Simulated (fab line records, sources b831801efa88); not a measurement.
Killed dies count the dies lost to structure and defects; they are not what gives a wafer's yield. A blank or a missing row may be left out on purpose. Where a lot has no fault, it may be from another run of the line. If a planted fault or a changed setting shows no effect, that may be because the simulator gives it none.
Problem report, 8D (eight disciplines) form, completed by code + flow gf180mcu + the parts of the form that need people (team, actions taken, sign-off) are left out

## 1. THE PROBLEM
heater-power-total-W at GF_POLY_GATE_SOFTBAKE_06 reads a mean of 100.19 W on 3 wafers of 3 lots; wafers without a fault read 93.05 W with a standard deviation of 0.057. That is +99 or more standard deviations from the usual mean.
The step: time 60 s.
Earliest sighting: wafer L200.4 on litho-track-02 at day 9 13:00. Wafers with a number at this step in the record: 40, from 14 lots. Rule for "out", or "out of limits": more than 4 standard deviations from the usual mean. All remaining wafers that have a number are taken as sound.

## 2. WHAT IT IS; WHAT IT IS NOT
| question                    | is                                 | is not                                                                                                                                |
|-----------------------------|------------------------------------|---------------------------------------------------------------------------------------------------------------------------------------|
| which readings at this step | heater-power-total-W, run-length-s | chill-plate-temp-C, exhaust-pa                                                                                                        |
| which lots                  | L200, L201, L203                   | L198, L202, L209, L212, L213, L214, L215, L217, L218, L219, L220                                                                      |
| which wafers of those lots  | L200.4, L201.4, L203.3             | L200.6, L201.6, L203.5, L203.6                                                                                                        |
| read on which tools         | litho-track-02                     | litho-track-01, litho-track-04                                                                                                        |
| when                        | from day 9 13:00                   | up to then (4 sound wafers); but 33 sound wafers of L201, L202, L203, L209, L212, L213, L214, L215, L217, L218, L219, L220 came after |

## 3. SUSPECTS, AND WHAT RULES EACH OUT
Counting: if a tool at a process step up to the reading ran every lot that is out, it stays a suspect. Sound lots after the first of them don't rule it out here, since some wafers of a struck lot are sound.
- litho-track-02 at GF_POLY_GATE_SOFTBAKE_06 (time 60 s): kept. It ran every lot that is out, first L200 (day 9 13:00); its last sound lot up to then is L198 (day 8 19:00). Out on those wafers are its own readings of heater-power-total-W, run-length-s.
Remaining after the count: litho-track-02 at GF_POLY_GATE_SOFTBAKE_06.

## 4. THE CAUSE (what the simulator had put in)
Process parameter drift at GF_POLY_GATE_SOFTBAKE_06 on litho-track-02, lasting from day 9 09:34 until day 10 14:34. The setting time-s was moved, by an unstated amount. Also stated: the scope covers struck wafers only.
After counting, this tool was the only one left.

## 5. THE EFFECT CHAIN, in route order
Rows list readings where the struck wafers' mean (over those with a number) sits beyond 3 standard deviations from the usual. Only readings for which the record gives a usual standard deviation are gone through. hours: the time from each lot's start at the first step in this table that gives one to its start at this step, as a median over the lots. sigmas: the change in usual standard deviations.
| hours | step                     | reading              | usual   | on struck wafers | change | sigmas      |
|-------|--------------------------|----------------------|---------|------------------|--------|-------------|
| 0     | GF_POLY_GATE_SOFTBAKE_06 | heater-power-total-W | 93.05 W | 100.19           | +7.14  | +99 or more |
| 0     | GF_POLY_GATE_SOFTBAKE_06 | run-length-s         | 89.34 s | 77.34            | -12.00 | -57         |
It contains these process steps:
- GF_POLY_GATE_SOFTBAKE_06: time 60 s.
Later steps that measure or inspect, where all struck wafers having a row at the step show a number for every such reading and not one has moved that far: GF_POLY_GATE_CD_MEAS_18.

## 6. HOW IT WOULD HAVE BEEN CAUGHT EARLIER
The fault began at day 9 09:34; the first out-of-limits reading in this record came at day 9 13:00, 3 hours later.
